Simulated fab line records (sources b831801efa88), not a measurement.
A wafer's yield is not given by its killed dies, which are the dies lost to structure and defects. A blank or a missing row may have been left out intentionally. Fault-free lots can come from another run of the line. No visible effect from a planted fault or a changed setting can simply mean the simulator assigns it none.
2 desks, one fault / flow gf180mcu / each desk holds nothing but its own numbers, with what lay behind them at the end

DESK OF THE TOOL OWNER: pvd_sputter-04
The tool's own readings at GF_MIM_SPUTTER_09 (material TiN, target thk 35 nm, time 29.2 s): means of the sampled wafers that have a number, for each lot that ran on this tool. A lot is out of limits, marked OUT, if its mean lies more than 4 standard deviations from the usual mean; the brackets give that distance.
Columns: A = throttle_valve_pct at GF_MIM_SPUTTER_09, usual 30.3 %
lot=L236; first seen here=day 25 02:42; A=30.9
lot=L241; first seen here=day 26 18:23; A=30.9
lot=L242; first seen here=day 26 23:40; A=30.6
lot=L247; first seen here=day 28 17:28; A=29.6
lot=L248; first seen here=day 29 01:01; A=30.2
lot=L252; first seen here=day 30 03:04; A=30.5
This desk's verdict: no lot among the 6 shows anything out of limits.

FROM THE METROLOGY DESK
What the gauges read for every lot (on any tool): the sampled wafers with a number, averaged. A lot is out of limits, marked OUT, if its mean lies more than 4 standard deviations from the usual mean; the brackets give that distance.
Columns: A = V4_OVL at GF_V4_OVL_MEAS_15, usual 1 nm; B = MIM_ALCU_THK at GF_MIM_THK_MEAS_11, usual 201.0 nm
lot=L236; first seen here=day 25 00:55; A=6; B=203.3
lot=L239; first seen here=day 26 04:21; A=5; B=203.0
lot=L241; first seen here=day 26 16:36; A=-1; B=200.6
lot=L242; first seen here=day 26 21:52; A=2; B=196.0
lot=L247; first seen here=day 28 15:43; A=6; B=198.6
lot=L248; first seen here=day 28 23:12; A=-0; B=188.2 (-5.6) OUT
lot=L252; first seen here=day 30 01:04; A=-5; B=196.6
lot=L253; first seen here=day 30 06:43; A=-1; B=200.7
lot=L254; first seen here=day 30 11:30; A=7; B=201.0
lot=L255; first seen here=day 30 17:01; A=8; B=200.8
lot=L257; first seen here=day 31 10:46; A=-1; B=201.1
lot=L259; first seen here=day 31 17:33; A=3; B=198.1
This desk finds L248 out of limits, with the earliest case on L248 at day 29 01:10 (MIM_ALCU_THK at GF_MIM_THK_MEAS_11). In limits: L236, L239, L241, L242, L247, L252, L253, L254, L255, L257, L259.

PUT TOGETHER
On L248, the metrology desk was in a position to raise an alarm at day 29 01:10.
Nothing out of limits was seen by the tool owner's desk.
Tool owner's desk: L248 on record, inside its limits.
The lots listed all ran GF_MIM_SPUTTER_09 on pvd_sputter-04.

WHAT THE SIMULATOR HAD PUT IN
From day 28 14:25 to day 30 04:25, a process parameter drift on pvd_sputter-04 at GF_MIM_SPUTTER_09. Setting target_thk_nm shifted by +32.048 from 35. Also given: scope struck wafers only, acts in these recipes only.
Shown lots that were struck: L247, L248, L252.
Time in hours between the start of the fault and the first out-of-limits reading at each desk: metrology desk, 11.
